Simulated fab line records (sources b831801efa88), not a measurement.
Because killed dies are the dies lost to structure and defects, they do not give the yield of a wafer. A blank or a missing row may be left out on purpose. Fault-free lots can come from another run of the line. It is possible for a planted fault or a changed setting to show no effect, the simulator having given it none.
Which tool did it? | flow sky130 | Sampling: 14 lots, 42 wafers, 2 of 708 route steps

WHAT THE GAUGES SHOWED, per wafer
SKY_GATE_OXIDE_THK_MEAS_02. Usual: GATE_OXIDE_OXIDATION_00_THK gives 10.32 nm (standard deviation 0.19).
lot  | measured     | on            | GATE_OXIDE_OXIDATION_00_THK (nm) | flag
L191 | day 12 22:02 | film metro-04 | 10.23 10.21 10.24                |
L192 | day 13 12:29 | film metro-03 | 10.19 10.42 10.45                |
L193 | day 14 02:35 | film metro-04 | 10.22 10.33 10.50                |
L194 | day 14 02:37 | film metro-03 | 9.95 10.15 10.07                 |
L195 | day 14 13:41 | film metro-03 | 10.40 10.35 10.49                |
L196 | day 14 19:11 | film metro-04 | 10.57 10.49 10.38                |
L202 | day 16 18:25 | film metro-04 | 9.05 9.19 9.20                   | OFF
L203 | day 17 04:00 | film metro-01 | 9.32 9.20 9.41                   | OFF
L204 | day 17 04:00 | film metro-03 | 9.32 9.19 9.10                   | OFF
L207 | day 18 12:09 | film metro-01 | 10.34 10.24 10.31                |
L211 | day 20 03:34 | film metro-01 | 10.39 10.36 10.24                |
L212 | day 20 03:34 | film metro-03 | 10.14 9.86 10.30                 |
L213 | day 20 13:09 | film metro-01 | 10.38 10.36 10.46                |
L214 | day 20 20:47 | film metro-03 | 10.36 10.28 10.28                |

WHAT TOOL EACH LOT RAN ON (gives the tool, then ch and the chambers of the sampled wafers, and finally the start)
lot  | SKY_GATE_OXIDE_OXIDATION_01
L191 | furnace-01 ch 0, day 12 20:36
L192 | furnace-01 ch 0, day 13 11:05
L193 | furnace-02 ch 0, day 14 01:11
L194 | furnace-02 ch 0, day 14 01:11
L195 | furnace-02 ch 0, day 14 12:16
L196 | furnace-02 ch 0, day 14 17:46
L202 | furnace-01 ch 0, day 16 16:59
L203 | furnace-01 ch 0, day 17 02:35
L204 | furnace-01 ch 0, day 17 02:35
L207 | furnace-02 ch 0, day 18 10:44
L211 | furnace-02 ch 0, day 20 02:09
L212 | furnace-02 ch 0, day 20 02:09
L213 | furnace-02 ch 0, day 20 11:43
L214 | furnace-01 ch 0, day 20 19:21
- SKY_GATE_OXIDE_OXIDATION_01: stabilise 600 s, purge 300 s, target thk 10.268 nm.

AS READ BY THE TOOLS THEMSELVES (means over the sampled wafers that have a number; for cases with no such wafer, the mark the record gives instead)
SKY_GATE_OXIDE_OXIDATION_01. Usual: spike tc centre C 900.1 C, standard deviation 1.3; tube_center_temp_C_max 902.4, standard deviation 0.46; zone power bottom pct 27.8 %, standard deviation 0.94; zone power lower pct 19.7 %, standard deviation 0.65.
lot  | tool       | spike tc centre C (C) | tube_center_temp_C_max | zone power bottom pct (%) | zone power lower pct (%) | flag
L191 | furnace-01 | 899.7                 | 902.5                  | 28.7                      | 20.1                     |
L192 | furnace-01 | 898.7                 | 902.2                  | 28.7                      | 20.3                     |
L193 | furnace-02 | 901.5                 | 902.4                  | 26.9                      | 19.0                     |
L194 | furnace-02 | 901.1                 | 902.5                  | 27.0                      | 18.9                     |
L195 | furnace-02 | 901.5                 | 902.2                  | 26.9                      | 18.7                     |
L196 | furnace-02 | 901.4                 | 902.2                  | 27.0                      | 19.2                     |
L202 | furnace-01 | 899.7                 | 902.4                  | 28.5                      | 20.4                     |
L203 | furnace-01 | 899.7                 | 902.6                  | 28.4                      | 20.0                     |
L204 | furnace-01 | 898.7                 | 902.0                  | 28.6                      | 20.3                     |
L207 | furnace-02 | 901.0                 | 902.7                  | 26.5                      | 18.8                     |
L211 | furnace-02 | 899.8                 | 902.2                  | 26.7                      | 18.9                     |
L212 | furnace-02 | 902.4                 | 902.5                  | 26.8                      | 19.0                     |
L213 | furnace-02 | 900.4                 | 902.4                  | 26.5                      | 18.9                     |
L214 | furnace-01 | 900.0                 | 902.2                  | 28.5                      | 20.3                     |

THE ANSWER, worked out from the rows above alone
Rule: lot off if the mean of its wafers having a number is beyond 3 standard deviations from the usual mean. Also off: a lot with no number at a reading for which 4 or more lots have one. All remaining lots with rows at the step are treated as sound. Order of review: gauges by route order, followed by the tools' own readings, for which a lot's mean as printed above is used. At the first step where some lot is off, the reading lying furthest off is the one used; lots without a number count as furthest.
Off: at SKY_GATE_OXIDE_THK_MEAS_02 (GATE_OXIDE_OXIDATION_00_THK), L202, L203, L204.
A tool fits if, at a process step before that reading, it ran every lot that is off, and no sound lot after the first of them. Gauges at SKY_GATE_OXIDE_THK_MEAS_02: tried the same way as those tools. No candidate that was tried fits.

WHAT THE SIMULATOR HAD PUT IN
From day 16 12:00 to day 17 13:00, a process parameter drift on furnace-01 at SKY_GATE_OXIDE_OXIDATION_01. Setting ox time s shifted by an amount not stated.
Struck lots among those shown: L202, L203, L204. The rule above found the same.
